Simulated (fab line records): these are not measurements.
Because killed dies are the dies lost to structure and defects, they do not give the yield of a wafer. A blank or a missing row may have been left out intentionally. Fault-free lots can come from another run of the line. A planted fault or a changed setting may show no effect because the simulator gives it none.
fab line records	flow sky130
record: lots: 11	wafers: 33	lastDay: 50
route steps=708 shown FIELD_ISO@5 SPACER@304 METAL1@449 VIA1@474
lots that met no fault: from a run of the same line without faults
startH: hours from the record's opening day to when the first of the lot's shown wafers began	waitH: hours from the lot's prior step to this one	" the same as in the row above	L1.1+2: several wafers, shown together as one row	- no value present, or no start provided	* or withheld: withheld	< > ~ a bound
route shown NAME@n: a module of which the file shows steps, and the number in the route of the first	usual: mean/standard deviation taken from wafers without a fault	same: alike in all rows	chamber/n: place in a boat	sites: each site's reading	_std_site: their standard deviation	_edge_site: mean of outer sites minus mean of inner sites	radiusMm: how far each site lies from the wafer's centre	mask NAME#n: copy n	behind: tool/chamber where the wafer was last shaped	hold: what put the lot on hold/how long, in hours/how the hold closed	device: transistor that didn't switch, given as n, p or np	end of line: the route-end tests of the same wafers	where a step has no rows: the recipe by itself	killed: at the first sort, the dies lost to defects and structure; wafer yield is something else	map: a wafer's dies, marking killed ones x, the rest . and places with no die _
set.NAME: the run value of the setting; set.NAME@STEP: its run value at that earlier step	model.NAME: the simulator's own value behind a step, which no gauge read
route steps across a sampled set of lots; one table per step, one row per wafer
services: from which hour (startH, from the record's first day; less than 0 if before it) a tool's chamber was out of use, for how many hours, and why
== steps ==
step: SKY_FIELD_ISO_THK_MEAS_04
recipe: reads: Si3N4_of_FIELD_ISO_CVD_03
usual: FIELD_ISO_CVD_03_THK: 163.0/1.3
lot.wafer	tool	chamber	startH	waitH	FIELD_ISO_CVD_03_THK[nm]
L353.2	filmMetro-03	-	13.49	0.0	163.2
L353.4	"	-	"	"	163.4
L353.5	"	-	"	"	164.1
L354.2	filmMetro-03	-	20.76	0.0	162.1
L354.3	"	-	"	"	163.3
L354.5	"	-	"	"	162.8
L355.3	filmMetro-01	-	24.48	0.0	160.8
L355.4	"	-	"	"	161.5
L355.6	"	-	"	"	161.1
L358.3	filmMetro-01	-	40.26	0.0	162.4
L358.4	"	-	"	"	162.0
L358.5	"	-	"	"	160.7
L361.2	filmMetro-03	-	53.74	0.0	163.9
L361.3	"	-	"	"	165.3
L361.4	"	-	"	"	163.1
L363.1	filmMetro-01	-	66.04	0.0	162.9
L363.3	"	-	"	"	163.3
L363.4	"	-	"	"	161.8
L364.1	filmMetro-02	-	70.46	0.0	163.9
L364.2	"	-	"	"	164.1
L364.4	"	-	"	"	163.6
L365.2	filmMetro-02	-	77.50	0.0	163.3
L365.3	"	-	"	"	162.9
L365.6	"	-	"	"	164.1
L374.1	filmMetro-03	-	120.56	0.0	164.7
L374.2	"	-	"	"	166.5
L374.6	"	-	"	"	164.7
L375.1	filmMetro-02	-	123.48	0.0	163.3
L375.4	"	-	"	"	164.9
L375.6	"	-	"	"	163.9
L376.2	filmMetro-03	-	128.55	0.0	161.9
L376.5	"	-	"	"	162.7
L376.6	"	-	"	"	164.2
step: SKY_SPACER_CVD_00
recipe: material: Si3N4	precursor: DCS/NH3	targetThkNm: 43.1	tempC: 770	timeS: 740	pressureMtorr: 250
usual: spikeTcBottomC: 790.8/1.4	spikeTcCentreC: 770.9/1	spikeTcLowerC: 770.4/1.1	spikeTcUpperC: 770.7/1.1	susceptorTempC: 770.1/0.3
lot.wafer	tool	chamber	startH	waitH	spikeTcBottomC	spikeTcCentreC	spikeTcLowerC	spikeTcUpperC	susceptorTempC
L353.2	lpcvd-02	0	515.22	0.0	790.0	770.5	771.8	771.4	770.6
L353.4	"	0	"	"	789.0	770.8	770.3	770.3	771.0
L353.5	"	0	"	"	790.1	770.6	771.1	770.0	770.8
L354.2	lpcvd-02	1	534.38	0.0	791.5	772.0	769.9	772.3	770.4
L354.3	"	1	"	"	791.4	771.5	771.1	771.2	769.9
L354.5	"	1	"	"	791.4	772.9	770.5	769.5	769.6
L355.3	lpcvd-02	0	538.35	0.0	789.4	771.3	770.3	770.8	769.8
L355.4	"	0	"	"	787.6	771.3	770.7	772.0	770.3
L355.6	"	0	"	"	789.3	771.3	769.3	770.1	770.0
L358.3	lpcvd-02	0	567.78	0.0	789.0	770.8	770.6	770.8	769.7
L358.4	"	0	"	"	790.4	771.4	770.7	771.9	769.9
L358.5	"	0	"	"	787.7	770.7	770.4	771.3	770.2
L361.2	lpcvd-02	0	599.20	1.2	790.7	772.5	769.2	770.8	769.9
L361.3	"	0	"	"	790.9	770.9	768.5	771.2	770.2
L361.4	"	0	"	"	788.6	771.8	769.6	770.2	770.2
L363.1	lpcvd-02	1	610.45	2.9	792.6	770.5	769.2	769.6	769.8
L363.3	"	1	"	"	790.7	771.1	770.9	769.8	770.1
L363.4	"	1	"	"	792.7	770.8	771.4	770.5	770.1
L364.1	lpcvd-02	1	622.47	1.1	787.5	766.0	764.5	768.0	766.1
L364.2	"	1	"	"	786.6	766.1	766.2	764.9	765.6
L364.4	"	1	"	"	785.8	765.9	765.8	766.1	765.7
L365.2	lpcvd-02	1	628.72	0.0	786.8	765.5	766.0	766.6	766.1
L365.3	"	1	"	"	787.5	766.5	767.9	766.2	766.4
L365.6	"	1	"	"	787.4	767.2	764.7	766.3	766.5
L374.1	lpcvd-02	1	696.57	0.9	791.8	770.6	769.2	770.5	769.8
L374.2	"	1	"	"	791.0	770.1	770.9	769.1	769.5
L374.6	"	1	"	"	790.4	771.0	769.6	772.2	770.0
L375.1	lpcvd-02	0	699.90	0.0	790.4	773.1	769.2	769.9	770.4
L375.4	"	0	"	"	790.6	771.6	770.4	770.5	770.3
L375.6	"	0	"	"	791.9	772.5	771.1	771.1	770.2
L376.2	lpcvd-02	0	707.38	0.2	790.6	771.5	769.3	772.4	770.1
L376.5	"	0	"	"	787.6	769.9	768.3	771.9	770.4
L376.6	"	0	"	"	791.4	772.1	770.5	769.8	770.1
step: SKY_SPACER_THK_MEAS_01
recipe: reads: Si3N4_of_SPACER_CVD_00
usual: SPACER_CVD_00_THK: 43.1/0.35
lot.wafer	tool	chamber	startH	waitH	SPACER_CVD_00_THK[nm]
L353.2	filmMetro-03	-	516.44	0.0	42.6
L353.4	"	-	"	"	42.8
L353.5	"	-	"	"	42.7
L354.2	filmMetro-03	-	535.60	0.0	42.8
L354.3	"	-	"	"	42.5
L354.5	"	-	"	"	42.5
L355.3	filmMetro-03	-	539.57	0.0	42.4
L355.4	"	-	"	"	42.8
L355.6	"	-	"	"	42.7
L358.3	filmMetro-04	-	569.01	0.0	43.1
L358.4	"	-	"	"	43.2
L358.5	"	-	"	"	42.7
L361.2	filmMetro-03	-	600.42	0.0	43.4
L361.3	"	-	"	"	43.7
L361.4	"	-	"	"	43.6
L363.1	filmMetro-03	-	611.65	0.0	43.0
L363.3	"	-	"	"	43.2
L363.4	"	-	"	"	42.8
L364.1	filmMetro-03	-	623.68	0.0	39.9
L364.2	"	-	"	"	39.8
L364.4	"	-	"	"	40.0
L365.2	filmMetro-01	-	629.94	0.0	39.9
L365.3	"	-	"	"	40.0
L365.6	"	-	"	"	40.2
L374.1	filmMetro-03	-	697.78	0.0	43.6
L374.2	"	-	"	"	43.4
L374.6	"	-	"	"	43.2
L375.1	filmMetro-04	-	701.10	0.0	43.3
L375.4	"	-	"	"	43.2
L375.6	"	-	"	"	43.4
L376.2	filmMetro-01	-	708.60	0.0	42.5
L376.5	"	-	"	"	43.0
L376.6	"	-	"	"	42.8
step: SKY_SPACER_ETCHBACK_02
recipe: chemistry: CH3F/O2	target: Si3N4	stopOn: SiO2	sourceW: 400	biasW: 80	pressureMtorr: 25	ch3fFlowSccm: 40	O2_flow_sccm: 30	timeS: 46.7	targetDepthA: 450
usual: biasW: 80.00/0.24	drypumpMotorCurrentA: 5.8/0.39	oesProductAu: 0.855/0.0063	throttleValvePct: 10.562/0.0086
lot.wafer	tool	chamber	startH	waitH	biasW	drypumpMotorCurrentA	oesProductAu	rfHoursCounterH	throttleValvePct
L353.2	rieDiel-01	1	516.49	0.0	79.92	5.9	0.848	1	10.564
L353.4	"	3	"	"	79.52	5.7	0.858	3	10.565
L353.5	"	0	"	"	80.36	5.8	0.852	-	10.561
L354.2	rieDiel-03	0	535.65	0.0	80.01	6.4	0.849	3	10.560
L354.3	"	3	"	"	80.37	6.4	0.853	73	10.561
L354.5	"	2	"	"	79.99	5.0	0.844	-	10.549
L355.3	rieDiel-02	3	539.61	0.0	80.37	6.0	0.850	5	10.559
L355.4	"	1	"	"	79.61	5.6	0.850	76	10.565
L355.6	"	1	"	"	80.07	5.6	0.848	-	10.552
L358.3	rieDiel-01	0	569.05	0.0	80.37	5.8	0.856	2	10.571
L358.4	"	3	"	"	79.67	5.8	0.849	4	10.564
L358.5	"	0	"	"	80.04	5.8	0.849	-	10.582
L361.2	rieDiel-02	0	600.47	0.0	79.88	5.5	0.855	67	10.564
L361.3	"	1	"	"	80.02	5.6	0.861	77	10.553
L361.4	"	0	"	"	79.73	5.5	0.858	-	10.563
L363.1	rieDiel-01	2	611.71	0.1	80.30	6.0	0.858	12	10.557
L363.3	"	1	"	"	79.80	5.9	0.857	3	10.560
L363.4	"	3	"	"	80.13	5.7	0.843	5	10.576
L364.1	rieDiel-01	3	623.74	0.1	79.77	5.7	0.815	5	10.556
L364.2	"	0	"	"	80.00	5.8	0.813	3	10.552
L364.4	"	2	"	"	79.56	6.0	0.818	12	10.554
L365.2	rieDiel-03	1	629.99	0.0	79.94	5.9	0.825	2	10.572
L365.3	"	3	"	"	80.19	6.3	0.817	0	10.554
L365.6	"	2	"	"	80.06	5.0	0.822	-	10.564
L374.1	rieDiel-02	2	697.84	0.1	79.98	6.3	0.860	2	10.558
L374.2	"	0	"	"	79.88	5.5	0.856	1	10.566
L374.6	"	1	"	"	79.79	5.5	0.863	-	10.569
L375.1	rieDiel-03	1	701.16	0.1	80.23	5.9	0.863	3	10.544
L375.4	"	2	"	"	80.23	5.0	0.849	-	10.550
L375.6	"	1	"	"	80.21	5.9	0.859	-	10.557
L376.2	rieDiel-02	3	708.65	0.0	79.84	6.0	0.844	8	10.568
L376.5	"	1	"	"	80.01	5.6	0.856	-	10.551
L376.6	"	0	"	"	79.91	5.6	0.848	-	10.557
step: SKY_METAL1_CD_MEAS_15
recipe: targetCdNm: 140
usual: cdNm: 139.8/1.2
lot.wafer	tool	chamber	startH	waitH	cdNm
L353.2	cdSem-01	-	753.16	-	140.1
L353.4	"	-	"	"	140.7
L353.5	"	-	"	"	141.1
L354.2	cdSem-01	-	770.39	-	138.9
L354.3	"	-	"	"	138.6
L354.5	"	-	"	"	139.3
L355.3	cdSem-02	-	773.78	-	140.0
L355.4	"	-	"	"	138.2
L355.6	"	-	"	"	141.3
L358.3	cdSem-01	-	801.02	-	140.3
L358.4	"	-	"	"	139.6
L358.5	"	-	"	"	140.4
L361.2	cdSem-01	-	830.11	-	140.7
L361.3	"	-	"	"	139.3
L361.4	"	-	"	"	140.2
L363.1	cdSem-02	-	837.14	-	141.7
L363.3	"	-	"	"	141.9
L363.4	"	-	"	"	142.3
L364.1	cdSem-02	-	850.45	-	140.1
L364.2	"	-	"	"	139.5
L364.4	"	-	"	"	140.8
L365.2	cdSem-01	-	857.67	-	139.5
L365.3	"	-	"	"	138.2
L365.6	"	-	"	"	139.5
L374.1	cdSem-02	-	916.25	-	139.7
L374.2	"	-	"	"	138.8
L374.6	"	-	"	"	138.6
L375.1	cdSem-02	-	920.35	-	138.5
L375.4	"	-	"	"	140.5
L375.6	"	-	"	"	139.4
L376.2	cdSem-01	-	925.34	-	138.4
L376.5	"	-	"	"	140.7
L376.6	"	-	"	"	139.4
step: SKY_VIA1_STRIP_16
recipe: chemistry: O2/N2	powerW: 1400	pressureMtorr: 1500	platenTempC: withheld	o2FlowSccm: 3000	n2FlowSccm: 300	overashFraction: 0.5
usual: drypumpMotorCurrentA: 5.9/0.51	oesProductAu: 0.416/0.0048	stripTimeToEndpointS: 4.461/0.019
lot.wafer	tool	chamber	startH	waitH	drypumpMotorCurrentA	oesProductAu	rfHoursCounterH	stripTimeToEndpointS
L353.2	plasmaAsher-03	1	782.25	0.0	5.3	0.406	98	4.442
L353.4	"	1	"	"	5.3	0.414	-	4.452
L353.5	"	0	"	"	6.5	0.428	-	4.438
L354.2	plasmaAsher-02	0	800.87	0.0	5.4	0.412	57	4.456
L354.3	"	0	"	"	5.4	0.410	-	4.475
L354.5	"	0	"	"	5.4	0.424	-	4.448
L355.3	plasmaAsher-03	0	802.33	0.1	6.4	0.417	-	4.456
L355.4	"	1	"	"	5.3	0.419	-	4.455
L355.6	"	1	"	"	5.3	0.411	-	4.445
L358.3	plasmaAsher-04	0	828.78	0.1	6.4	0.414	-	4.414
L358.4	"	1	"	"	6.5	0.415	-	4.434
L358.5	"	1	"	"	6.5	0.413	-	4.462
L361.2	plasmaAsher-02	1	857.55	0.0	5.7	0.412	62	4.482
L361.3	"	0	"	"	5.4	0.419	-	4.437
L361.4	"	1	"	"	5.7	0.419	-	4.457
L363.1	plasmaAsher-02	1	865.62	0.1	5.7	0.421	63	4.499
L363.3	"	1	"	"	5.7	0.409	-	4.457
L363.4	"	0	"	"	5.4	0.419	-	4.482
L364.1	plasmaAsher-02	1	878.80	0.0	5.6	0.418	65	4.470
L364.2	"	0	"	"	5.4	0.416	65	4.467
L364.4	"	1	"	"	5.7	0.409	-	4.458
L365.2	plasmaAsher-02	1	885.45	0.0	5.7	0.408	65	4.471
L365.3	"	1	"	"	5.7	0.426	-	4.493
L365.6	"	1	"	"	5.7	0.410	-	4.458
L374.1	plasmaAsher-03	0	943.45	0.0	6.4	0.409	115	4.479
L374.2	"	1	"	"	5.3	0.426	115	4.437
L374.6	"	0	"	"	6.4	0.416	-	4.456
L375.1	plasmaAsher-04	1	947.53	0.0	6.5	0.409	18	4.479
L375.4	"	1	"	"	6.5	0.420	-	4.483
L375.6	"	0	"	"	6.4	0.418	-	4.504
L376.2	plasmaAsher-03	1	952.03	0.0	5.3	0.412	116	4.445
L376.5	"	1	"	"	5.3	0.408	-	4.453
L376.6	"	0	"	"	6.4	0.410	-	4.439
== services ==
tool	chamber	startH	hours	kind
rieDiel-03	1	496.46	3.1	repair
rieDiel-03	2	517.88	1.3	repair
plasmaAsher-03	-	519.73	14.6	pm
rieDiel-01	-	533.59	2.8	pm
rieDiel-03	-	540.21	14.6	pm
rieDiel-02	-	564.46	15.1	repair
plasmaAsher-02	-	581.46	103.8	repair
rieDiel-01	2	598.93	2.7	repair
lpcvd-02	-	604.34	6.1	pm
rieDiel-01	1	636.05	3.6	repair
plasmaAsher-02	-	648.52	0.9	repair
rieDiel-02	3	673.17	13.3	repair
lpcvd-02	-	677.42	1.0	repair
plasmaAsher-02	-	734.70	1.1	repair
plasmaAsher-02	-	751.07	14.6	pm
rieDiel-01	0	761.67	13.6	repair
lpcvd-02	-	767.30	0.3	repair
rieDiel-02	0	792.24	3.8	repair
plasmaAsher-02	-	796.57	3.4	repair
rieDiel-02	0	801.27	6.8	repair
rieDiel-02	2	806.87	10.0	repair
rieDiel-02	3	831.97	1.7	repair
rieDiel-01	3	924.05	4.1	repair
rieDiel-01	3	951.06	4.3	repair
== key ==
firstSign: step: SKY_SPACER_CVD_00	reading: susceptorTempC	direction: down	sigmas: 13	usual: *	struck: *
effect: step: SKY_SPACER_CVD_00	reading: spikeTcCentreC	direction: down	sigmas: 4.7	usual: 770.9	struck: 766.2
effect: step: SKY_SPACER_THK_MEAS_01	reading: SPACER_CVD_00_THK	direction: down	sigmas: 9.1	usual: 43.1	struck: 40.0
effect: step: SKY_SPACER_ETCHBACK_02	reading: oesProductAu	direction: down	sigmas: 5.8	usual: 0.855	struck: 0.819
metAt SKY_SPACER_CVD_00
struckLots L364,L365
testerLeftOut L364,L365
notActingAt SKY_FIELD_ISO_THK_MEAS_04,SKY_METAL1_CD_MEAS_15,SKY_VIA1_STRIP_16
onsetBetween 610.45 622.47
fault: kind: processParameterDrift	tool: lpcvd-02	chamber: -	onsetH: 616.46	steps: SKY_SPACER_CVD_00	channel: tempC	offset: *	shape: step	endH: 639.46	actsIn: *	stated: *
testerLeftOut: of these lots the tester's yield and bins aren't shown, on N5 and GAA mostly nor the transistor test; their killed dies are dies lost to structure and defects alone, not to doping, threshold or leakage, so they don't give the yield
